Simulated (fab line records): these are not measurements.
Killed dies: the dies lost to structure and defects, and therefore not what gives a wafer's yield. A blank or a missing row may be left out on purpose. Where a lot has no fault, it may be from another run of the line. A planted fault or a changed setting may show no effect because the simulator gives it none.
Which tool was responsible? || flow gf180mcu || 39 wafers from 13 lots sampled at 4 of the route's 602 steps

== WHAT THE GAUGES SHOWED, per wafer ==
GF_MVPSD_OVL_MEAS_07.
{"lot": "L817", "measured": "day 5 07:32", "on": "overlay-02", "MVPSD_OVL (nm)": "0.0 1.6 2.5"}
{"lot": "L818", "measured": "day 5 12:13", "on": "overlay-01", "MVPSD_OVL (nm)": "-0.5 -0.3 -2.1"}
{"lot": "L821", "measured": "day 6 07:22", "on": "overlay-02", "MVPSD_OVL (nm)": "0.9 2.9 0.0"}
{"lot": "L822", "measured": "day 6 13:05", "on": "overlay-01", "MVPSD_OVL (nm)": "0.3 -0.6 -1.3"}
{"lot": "L823", "measured": "day 6 16:48", "on": "overlay-02", "MVPSD_OVL (nm)": "-1.3 -1.0 -3.7"}
{"lot": "L824", "measured": "day 7 03:33", "on": "overlay-02", "MVPSD_OVL (nm)": "-0.7 -2.5 -2.6"}
{"lot": "L825", "measured": "day 7 10:07", "on": "overlay-01", "MVPSD_OVL (nm)": "-1.6 -3.0 -2.0"}
{"lot": "L826", "measured": "day 7 13:33", "on": "overlay-02", "MVPSD_OVL (nm)": "-2.3 0.2 1.7"}
{"lot": "L827", "measured": "day 7 20:23", "on": "overlay-02", "MVPSD_OVL (nm)": "-1.8 0.4 -1.1"}
{"lot": "L828", "measured": "day 8 02:37", "on": "overlay-01", "MVPSD_OVL (nm)": "-2.3 -2.3 -0.8"}
{"lot": "L829", "measured": "day 8 06:02", "on": "overlay-01", "MVPSD_OVL (nm)": "-0.4 -2.8 -1.7"}
{"lot": "L836", "measured": "day 10 00:38", "on": "overlay-01", "MVPSD_OVL (nm)": "0.2 -1.7 -0.5"}
{"lot": "L838", "measured": "day 10 11:55", "on": "overlay-02", "MVPSD_OVL (nm)": "-1.3 -3.2 -1.8"}

GF_VT_IMPLANT_OVL_MEAS_07.
{"lot": "L817", "measured": "day 5 22:02", "on": "overlay-02", "VT_IMPLANT_OVL (nm)": "0.0 -2.4 0.8"}
{"lot": "L818", "measured": "day 6 03:08", "on": "overlay-01", "VT_IMPLANT_OVL (nm)": "3.3 0.9 1.9"}
{"lot": "L821", "measured": "day 6 22:37", "on": "overlay-02", "VT_IMPLANT_OVL (nm)": "-0.3 2.1 0.5"}
{"lot": "L822", "measured": "day 7 04:44", "on": "overlay-01", "VT_IMPLANT_OVL (nm)": "2.2 1.6 2.3"}
{"lot": "L823", "measured": "day 7 08:54", "on": "overlay-01", "VT_IMPLANT_OVL (nm)": "0.0 -1.5 -0.7"}
{"lot": "L824", "measured": "day 7 19:25", "on": "overlay-01", "VT_IMPLANT_OVL (nm)": "0.8 1.6 1.4"}
{"lot": "L825", "measured": "day 8 02:47", "on": "overlay-02", "VT_IMPLANT_OVL (nm)": "0.8 -2.0 -0.2"}
{"lot": "L826", "measured": "day 8 05:40", "on": "overlay-01", "VT_IMPLANT_OVL (nm)": "2.5 -0.2 -0.4"}
{"lot": "L827", "measured": "day 8 12:46", "on": "overlay-01", "VT_IMPLANT_OVL (nm)": "1.4 2.8 3.9"}
{"lot": "L828", "measured": "day 8 18:38", "on": "overlay-01", "VT_IMPLANT_OVL (nm)": "-2.7 0.7 0.4"}
{"lot": "L829", "measured": "day 8 22:42", "on": "overlay-02", "VT_IMPLANT_OVL (nm)": "3.1 3.1 3.2"}
{"lot": "L836", "measured": "day 10 18:52", "on": "overlay-02", "VT_IMPLANT_OVL (nm)": "1.4 1.5 1.9"}
{"lot": "L838", "measured": "day 11 06:08", "on": "overlay-01", "VT_IMPLANT_OVL (nm)": "0.8 1.1 0.4"}

== WHICH TOOL RAN EACH LOT (tool, then ch and the chambers of the sampled wafers, then the start) ==
{"lot": "L817", "GF_STI_ETCH_14": "rie-si-01 ch 0,1,2, day 2 06:31", "GF_NWELL_STRIP_10": "plasma-asher-03 ch 0,1, day 3 14:12"}
{"lot": "L818", "GF_STI_ETCH_14": "rie-si-02 ch 0,3, day 2 11:56", "GF_NWELL_STRIP_10": "plasma-asher-04 ch 0,1, day 3 18:09"}
{"lot": "L821", "GF_STI_ETCH_14": "rie-si-02 ch 0,3, day 3 03:52", "GF_NWELL_STRIP_10": "plasma-asher-04 ch 0,1, day 4 12:45"}
{"lot": "L822", "GF_STI_ETCH_14": "rie-si-01 ch 0,2,3, day 3 08:18", "GF_NWELL_STRIP_10": "plasma-asher-04 ch 0,1, day 4 17:01"}
{"lot": "L823", "GF_STI_ETCH_14": "rie-si-01 ch 0,2,3, day 3 12:58", "GF_NWELL_STRIP_10": "plasma-asher-03 ch 0, day 4 20:14"}
{"lot": "L824", "GF_STI_ETCH_14": "rie-si-01 ch 1,2, day 3 20:58", "GF_NWELL_STRIP_10": "plasma-asher-03 ch 0,1, day 5 06:06"}
{"lot": "L825", "GF_STI_ETCH_14": "rie-si-01 ch 0,3, day 4 02:07", "GF_NWELL_STRIP_10": "plasma-asher-03 ch 0,1, day 5 12:22"}
{"lot": "L826", "GF_STI_ETCH_14": "rie-si-02 ch 0,1, day 4 05:31", "GF_NWELL_STRIP_10": "plasma-asher-03 ch 0,1, day 5 14:22"}
{"lot": "L827", "GF_STI_ETCH_14": "rie-si-02 ch 0,2,3, day 4 10:10", "GF_NWELL_STRIP_10": "plasma-asher-03 ch 0,1, day 5 21:06"}
{"lot": "L828", "GF_STI_ETCH_14": "rie-si-01 ch 1,3, day 4 15:40", "GF_NWELL_STRIP_10": "plasma-asher-04 ch 0,1, day 6 02:55"}
{"lot": "L829", "GF_STI_ETCH_14": "rie-si-01 ch 1,2,3, day 4 20:53", "GF_NWELL_STRIP_10": "plasma-asher-03 ch 0,1, day 6 06:32"}
{"lot": "L836", "GF_STI_ETCH_14": "rie-si-02 ch 0,1,2, day 6 07:43", "GF_NWELL_STRIP_10": "plasma-asher-03 ch 0,1, day 7 20:42"}
{"lot": "L838", "GF_STI_ETCH_14": "rie-si-01 ch 0,1,2, day 6 19:41", "GF_NWELL_STRIP_10": "plasma-asher-04 ch 0,1, day 8 08:44"}
- GF_STI_ETCH_14: etches Si in HBr/Cl2/O2, target depth 360 nm, time 102.9 s.
- GF_NWELL_STRIP_10: strips in O2/N2.

== WHAT THE TOOLS THEMSELVES READ (means of the sampled wafers that have a number; where no wafer has one, the mark that the record gives instead) ==
GF_STI_ETCH_14.
{"lot": "L817", "tool": "rie-si-01", "HBr_flow_sccm (sccm)": 150.3, "bias-w (W)": 149.7, "drypump-motor-current-A (A)": 5.94, "oes-product-au (a.u.)": 0.999, "throttle-valve-pct (%)": 25.663}
{"lot": "L818", "tool": "rie-si-02", "HBr_flow_sccm (sccm)": 150.1, "bias-w (W)": 150.3, "drypump-motor-current-A (A)": 5.73, "oes-product-au (a.u.)": 1.002, "throttle-valve-pct (%)": 25.654}
{"lot": "L821", "tool": "rie-si-02", "HBr_flow_sccm (sccm)": 150.2, "bias-w (W)": 150.0, "drypump-motor-current-A (A)": 5.66, "oes-product-au (a.u.)": 0.993, "throttle-valve-pct (%)": 25.658}
{"lot": "L822", "tool": "rie-si-01", "HBr_flow_sccm (sccm)": 150.0, "bias-w (W)": 149.5, "drypump-motor-current-A (A)": 6.01, "oes-product-au (a.u.)": 0.991, "throttle-valve-pct (%)": 25.653}
{"lot": "L823", "tool": "rie-si-01", "HBr_flow_sccm (sccm)": 149.9, "bias-w (W)": 149.9, "drypump-motor-current-A (A)": 6.01, "oes-product-au (a.u.)": 1.002, "throttle-valve-pct (%)": 25.650}
{"lot": "L824", "tool": "rie-si-01", "HBr_flow_sccm (sccm)": 149.8, "bias-w (W)": 150.7, "drypump-motor-current-A (A)": 6.03, "oes-product-au (a.u.)": 1.007, "throttle-valve-pct (%)": 25.650}
{"lot": "L825", "tool": "rie-si-01", "HBr_flow_sccm (sccm)": 149.6, "bias-w (W)": 150.3, "drypump-motor-current-A (A)": 6.00, "oes-product-au (a.u.)": 0.994, "throttle-valve-pct (%)": 25.657}
{"lot": "L826", "tool": "rie-si-02", "HBr_flow_sccm (sccm)": 150.3, "bias-w (W)": 149.7, "drypump-motor-current-A (A)": 5.58, "oes-product-au (a.u.)": 0.997, "throttle-valve-pct (%)": 25.653}
{"lot": "L827", "tool": "rie-si-02", "HBr_flow_sccm (sccm)": 150.1, "bias-w (W)": 150.1, "drypump-motor-current-A (A)": 5.69, "oes-product-au (a.u.)": 0.996, "throttle-valve-pct (%)": 25.657}
{"lot": "L828", "tool": "rie-si-01", "HBr_flow_sccm (sccm)": 150.1, "bias-w (W)": 150.0, "drypump-motor-current-A (A)": 5.96, "oes-product-au (a.u.)": 0.994, "throttle-valve-pct (%)": 25.668}
{"lot": "L829", "tool": "rie-si-01", "HBr_flow_sccm (sccm)": 149.6, "bias-w (W)": 150.2, "drypump-motor-current-A (A)": 6.01, "oes-product-au (a.u.)": 1.000, "throttle-valve-pct (%)": 25.659}
{"lot": "L836", "tool": "rie-si-02", "HBr_flow_sccm (sccm)": 150.0, "bias-w (W)": 146.2, "drypump-motor-current-A (A)": 5.68, "oes-product-au (a.u.)": 0.988, "throttle-valve-pct (%)": 25.666}
{"lot": "L838", "tool": "rie-si-01", "HBr_flow_sccm (sccm)": 150.2, "bias-w (W)": 150.0, "drypump-motor-current-A (A)": 5.95, "oes-product-au (a.u.)": 1.008, "throttle-valve-pct (%)": 25.654}

GF_NWELL_STRIP_10.
{"lot": "L817", "tool": "plasma-asher-03", "drypump-motor-current-A (A)": 5.4, "heater-power-w (W)": 333, "oes-product-au (a.u.)": 0.721, "strip-time-to-endpoint-s (s)": 37.04}
{"lot": "L818", "tool": "plasma-asher-04", "drypump-motor-current-A (A)": 6.1, "heater-power-w (W)": 327, "oes-product-au (a.u.)": 0.725, "strip-time-to-endpoint-s (s)": 37.11}
{"lot": "L821", "tool": "plasma-asher-04", "drypump-motor-current-A (A)": 6.1, "heater-power-w (W)": 332, "oes-product-au (a.u.)": 0.721, "strip-time-to-endpoint-s (s)": 36.90}
{"lot": "L822", "tool": "plasma-asher-04", "drypump-motor-current-A (A)": 6.1, "heater-power-w (W)": 327, "oes-product-au (a.u.)": 0.723, "strip-time-to-endpoint-s (s)": 36.97}
{"lot": "L823", "tool": "plasma-asher-03", "drypump-motor-current-A (A)": 5.3, "heater-power-w (W)": 319, "oes-product-au (a.u.)": 0.721, "strip-time-to-endpoint-s (s)": 37.06}
{"lot": "L824", "tool": "plasma-asher-03", "drypump-motor-current-A (A)": 5.4, "heater-power-w (W)": 355, "oes-product-au (a.u.)": 0.724, "strip-time-to-endpoint-s (s)": 36.91}
{"lot": "L825", "tool": "plasma-asher-03", "drypump-motor-current-A (A)": 5.4, "heater-power-w (W)": 333, "oes-product-au (a.u.)": 0.727, "strip-time-to-endpoint-s (s)": 36.83}
{"lot": "L826", "tool": "plasma-asher-03", "drypump-motor-current-A (A)": 5.3, "heater-power-w (W)": 332, "oes-product-au (a.u.)": 0.725, "strip-time-to-endpoint-s (s)": 36.96}
{"lot": "L827", "tool": "plasma-asher-03", "drypump-motor-current-A (A)": 5.4, "heater-power-w (W)": 352, "oes-product-au (a.u.)": 0.722, "strip-time-to-endpoint-s (s)": 36.81}
{"lot": "L828", "tool": "plasma-asher-04", "drypump-motor-current-A (A)": 6.0, "heater-power-w (W)": 347, "oes-product-au (a.u.)": 0.722, "strip-time-to-endpoint-s (s)": 36.91}
{"lot": "L829", "tool": "plasma-asher-03", "drypump-motor-current-A (A)": 5.4, "heater-power-w (W)": 357, "oes-product-au (a.u.)": 0.728, "strip-time-to-endpoint-s (s)": 37.10}
{"lot": "L836", "tool": "plasma-asher-03", "drypump-motor-current-A (A)": 5.4, "heater-power-w (W)": 353, "oes-product-au (a.u.)": 0.730, "strip-time-to-endpoint-s (s)": 36.99}
{"lot": "L838", "tool": "plasma-asher-04", "drypump-motor-current-A (A)": 6.0, "heater-power-w (W)": 350, "oes-product-au (a.u.)": 0.721, "strip-time-to-endpoint-s (s)": 37.06}

== THE ANSWER, worked out from the rows above alone ==
Rule: the lots themselves supply what counts as usual. The widest of any qualifying gaps counts: lots, ordered by their means at a reading, are off when they make up no more than a third of the lots, leave a main group of 4 or more, and stand apart from it by 3 or more times the standard deviation of that group's means. A main group is skipped when, at the precision printed for the reading in the tables above, its means are all equal. A lot without any number at a reading at which 4 lots or more have one is off too. Any other lot the step has rows for is counted as sound. First the gauges in route order, then the tools' own readings, where a lot's mean is used as printed above. At the first step where some lot is off, the reading lying furthest off is the one used; lots without a number count as furthest.
Off: L836, at GF_STI_ETCH_14 (bias-w). Mean 150.0 W and standard deviation 0.31 in the main group.
A tool fits if, at that step or a process step before it, it ran every lot that is off, and no sound lot after the first of them. One candidate fits, namely rie-si-02 at GF_STI_ETCH_14. Its last sound lot is L827 (day 4 10:10), its first lot that is off L836 (day 6 07:43): a fault that began between those two fits.
On the lots that are off, the tool's own readings at GF_STI_ETCH_14 differ by more than 5 times the standard deviation of the sound lots' means, which bears it out; bias-w reads 146.2 W there versus 150.0 W on the sound lots.

== WHAT THE SIMULATOR PUT IN ==
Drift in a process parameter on rie-si-02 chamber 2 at GF_STI_ETCH_14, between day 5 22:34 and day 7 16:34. From 150, the setting bias-w moved by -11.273. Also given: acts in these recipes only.
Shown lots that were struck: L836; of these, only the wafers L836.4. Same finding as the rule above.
